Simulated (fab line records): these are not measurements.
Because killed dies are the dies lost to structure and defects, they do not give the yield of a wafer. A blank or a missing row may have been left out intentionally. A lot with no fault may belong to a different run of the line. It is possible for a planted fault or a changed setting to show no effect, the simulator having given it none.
Which of the tools did it? / flow sfq line / 7 lots with 21 wafers sampled at 4 steps, on a route of 325 steps

## WHAT THE GAUGES SHOWED, per wafer
SFQ_I7_OVL_MEAS_947.
lot=L280; measured=day 69 21:55; on=overlay-02; I7_OVL (nm)=7 9 8
lot=L285; measured=day 74 21:21; on=overlay-01; I7_OVL (nm)=3 -2 -4
lot=L291; measured=day 79 11:52; on=overlay-01; I7_OVL (nm)=3 4 4
lot=L293; measured=day 79 17:52; on=overlay-01; I7_OVL (nm)=-5 -4 -11
lot=L295; measured=day 80 15:00; on=overlay-01; I7_OVL (nm)=9 8 12
lot=L297; measured=day 80 22:12; on=overlay-01; I7_OVL (nm)=-4 -4 -7
lot=L299; measured=day 81 03:10; on=overlay-01; I7_OVL (nm)=-5 0 -4

## WHICH TOOL RAN EACH LOT (tool, then ch and the chambers of the sampled wafers, then the start)
lot=L280; SFQ_TRILAYER_I4_DEP_PECVD_099=pecvd-03 ch 1,2, day 34 17:31; SFQ_TRILAYER_R5_STRIP_STRIP_140=rie metal-02 ch 0,1, day 53 18:24; SFQ_TRILAYER_M7_STRIP_STRIP_181=rie metal-01 ch 0, day 69 08:34
lot=L285; SFQ_TRILAYER_I4_DEP_PECVD_099=pecvd-03 ch 0,2, day 37 20:22; SFQ_TRILAYER_R5_STRIP_STRIP_140=rie metal-01 ch 0,1, day 61 10:29; SFQ_TRILAYER_M7_STRIP_STRIP_181=rie metal-03 ch 0,1, day 71 15:07
lot=L291; SFQ_TRILAYER_I4_DEP_PECVD_099=pecvd-01 ch 0,1, day 45 09:17; SFQ_TRILAYER_R5_STRIP_STRIP_140=rie metal-01 ch 0,1, day 63 09:10; SFQ_TRILAYER_M7_STRIP_STRIP_181=rie metal-01 ch 0,1, day 79 04:26
lot=L293; SFQ_TRILAYER_I4_DEP_PECVD_099=pecvd-04 ch 1,2, day 46 05:54; SFQ_TRILAYER_R5_STRIP_STRIP_140=rie metal-02 ch 0,1, day 63 16:26; SFQ_TRILAYER_M7_STRIP_STRIP_181=rie metal-01 ch 0,1, day 79 09:26
lot=L295; SFQ_TRILAYER_I4_DEP_PECVD_099=pecvd-03 ch 0,1, day 47 02:05; SFQ_TRILAYER_R5_STRIP_STRIP_140=rie metal-02 ch 0,1, day 64 09:09; SFQ_TRILAYER_M7_STRIP_STRIP_181=rie metal-01 ch 0,1, day 80 03:25
lot=L297; SFQ_TRILAYER_I4_DEP_PECVD_099=pecvd-03 ch 0,1,2, day 47 17:41; SFQ_TRILAYER_R5_STRIP_STRIP_140=rie metal-02 ch 0,1, day 64 16:21; SFQ_TRILAYER_M7_STRIP_STRIP_181=rie metal-01 ch 1, day 80 08:13
lot=L299; SFQ_TRILAYER_I4_DEP_PECVD_099=pecvd-01 ch 0,1, day 48 02:05; SFQ_TRILAYER_R5_STRIP_STRIP_140=rie metal-02 ch 0, day 64 22:35; SFQ_TRILAYER_M7_STRIP_STRIP_181=rie metal-01 ch 0,1, day 80 10:37
- SFQ_TRILAYER_I4_DEP_PECVD_099: deposits SiO2 from SiH4/N2O, time 111.11 s, target thk 500 nm.
- SFQ_TRILAYER_R5_STRIP_STRIP_140: strips in O2.
- SFQ_TRILAYER_M7_STRIP_STRIP_181: strips in O2.

## THE ANSWER, worked out from the rows above alone
Rule: usual is defined by the lots themselves. The widest of any qualifying gaps counts: lots, ordered by their means at a reading, are off when they make up no more than a third of the lots, leave a main group of 4 or more, and stand apart from it by 3 or more times the standard deviation of that group's means. Not used: any main group whose means are identical at the precision the tables above print for the reading. A lot without any number at a reading at which 4 lots or more have one is off too. Where the step has rows for the other lots, those lots are counted as sound.
None of the lots is off at any reading shown; this tells nothing.

## WHAT THE SIMULATOR PUT IN
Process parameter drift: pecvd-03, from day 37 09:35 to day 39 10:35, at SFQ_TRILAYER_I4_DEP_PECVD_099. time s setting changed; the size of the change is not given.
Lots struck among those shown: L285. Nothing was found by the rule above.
